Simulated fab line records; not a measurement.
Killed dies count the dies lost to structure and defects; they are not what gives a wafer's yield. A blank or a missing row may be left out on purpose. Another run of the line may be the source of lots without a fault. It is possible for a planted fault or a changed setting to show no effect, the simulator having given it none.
What tool caused it? | flow sfq-line | 43 wafers from 15 lots sampled at 2 of the route's 325 steps

## WHAT EACH GAUGE READ, for each wafer
SFQ_M3_OVL_MEAS_921. Usual: M3_OVL -1 nm, standard deviation 5.8.
lot  | measured     | on         | M3_OVL (nm) | flag
L962 | day 40 11:35 | overlay-01 | -6 -14 -5   |
L963 | day 40 13:59 | overlay-01 | 1 0 3       |
L964 | day 40 17:35 | overlay-01 | -7 -2 -3    |
L965 | day 40 19:59 | overlay-01 | -1 1 7      |
L966 | day 40 21:11 | overlay-01 | 9 4 -1      |
L967 | day 41 00:47 | overlay-01 | -9 -4 -3    |
L971 | day 41 13:59 | overlay-01 | -4 4 -5     |
L972 | day 43 06:35 | overlay-02 | -5 -15 -12  |
L973 | day 43 08:59 | overlay-02 | -10 -5 1    |
L974 | day 43 10:11 | overlay-02 | 0 4 1       |
L975 | day 43 11:23 | overlay-02 | 1 11 5      |
L978 | day 43 14:59 | overlay-02 | 1 -1        |
L979 | day 43 16:11 | overlay-02 | -2 -8 -7    |
L980 | day 43 17:23 | overlay-02 | -3 -7       |
L985 | day 51 23:00 | overlay-02 | 2 -2 1      |

## WHICH TOOL RAN EACH LOT (tool, then ch and the chambers of the sampled wafers, then the start)
lot  | SFQ_TRILAYER_M3_DEP_SPUTTER_073
L962 | pvd-sputter-06, day 34 19:41
L963 | pvd-sputter-06, day 34 22:51
L964 | pvd-sputter-03, day 35 01:41
L965 | pvd-sputter-03, day 35 04:15
L966 | pvd-sputter-06, day 35 06:25
L967 | pvd-sputter-03, day 35 10:01
L971 | pvd-sputter-06, day 35 19:01
L972 | pvd-sputter-06, day 40 01:10
L973 | pvd-sputter-05, day 40 12:09
L974 | pvd-sputter-03, day 40 20:20
L975 | pvd-sputter-06, day 41 08:56
L978 | pvd-sputter-05, day 42 19:08
L979 | pvd-sputter-03, day 43 02:58
L980 | pvd-sputter-06, day 43 04:08
L985 | pvd-sputter-03, day 47 06:14
- SFQ_TRILAYER_M3_DEP_SPUTTER_073: material Nb, target thk 200 nm, time 133.3 s.

## AS READ BY THE TOOLS THEMSELVES (means over the sampled wafers that have a number; for cases with no such wafer, the mark the record gives instead)
SFQ_TRILAYER_M3_DEP_SPUTTER_073. Usual: resputter-cathode-voltage-v 400 V, standard deviation 4.5; throttle-valve-pct 29.3 %, standard deviation 0.77.
lot  | tool           | resputter-cathode-voltage-v (V) | throttle-valve-pct (%) | flag
L962 | pvd-sputter-06 | 403                             | 29.1                   |
L963 | pvd-sputter-06 | 402                             | 29.0                   |
L964 | pvd-sputter-03 | 404                             | 29.8                   |
L965 | pvd-sputter-03 | 399                             | 29.2                   |
L966 | pvd-sputter-06 | 399                             | 28.8                   |
L967 | pvd-sputter-03 | 398                             | 29.7                   |
L971 | pvd-sputter-06 | 401                             | 29.7                   |
L972 | pvd-sputter-06 | 401                             | 29.6                   |
L973 | pvd-sputter-05 | 403                             | 29.1                   |
L974 | pvd-sputter-03 | 395                             | 29.1                   |
L975 | pvd-sputter-06 | 400                             | 29.6                   |
L978 | pvd-sputter-05 | 398                             | 29.2                   |
L979 | pvd-sputter-03 | 401                             | 29.9                   |
L980 | pvd-sputter-06 | 398                             | 28.6                   |
L985 | pvd-sputter-03 | 401                             | 29.7                   |

## THE ANSWER, worked out from the rows above alone
Rule: lot off if the mean of its wafers having a number is beyond 3 standard deviations from the usual mean. Also off: a lot with no number at a reading for which 4 or more lots have one. The other lots that the step has rows for count as sound. After the gauges, taken in route order, come the tools' own readings; for these a lot's mean is taken, as printed above. The first step at which some lot is off is used, and at that step the reading that is off furthest; a lot without a number counts as furthest.
No lot is off on any of the readings shown, so nothing can be concluded from this.

## WHAT WAS PUT IN BY THE SIMULATOR
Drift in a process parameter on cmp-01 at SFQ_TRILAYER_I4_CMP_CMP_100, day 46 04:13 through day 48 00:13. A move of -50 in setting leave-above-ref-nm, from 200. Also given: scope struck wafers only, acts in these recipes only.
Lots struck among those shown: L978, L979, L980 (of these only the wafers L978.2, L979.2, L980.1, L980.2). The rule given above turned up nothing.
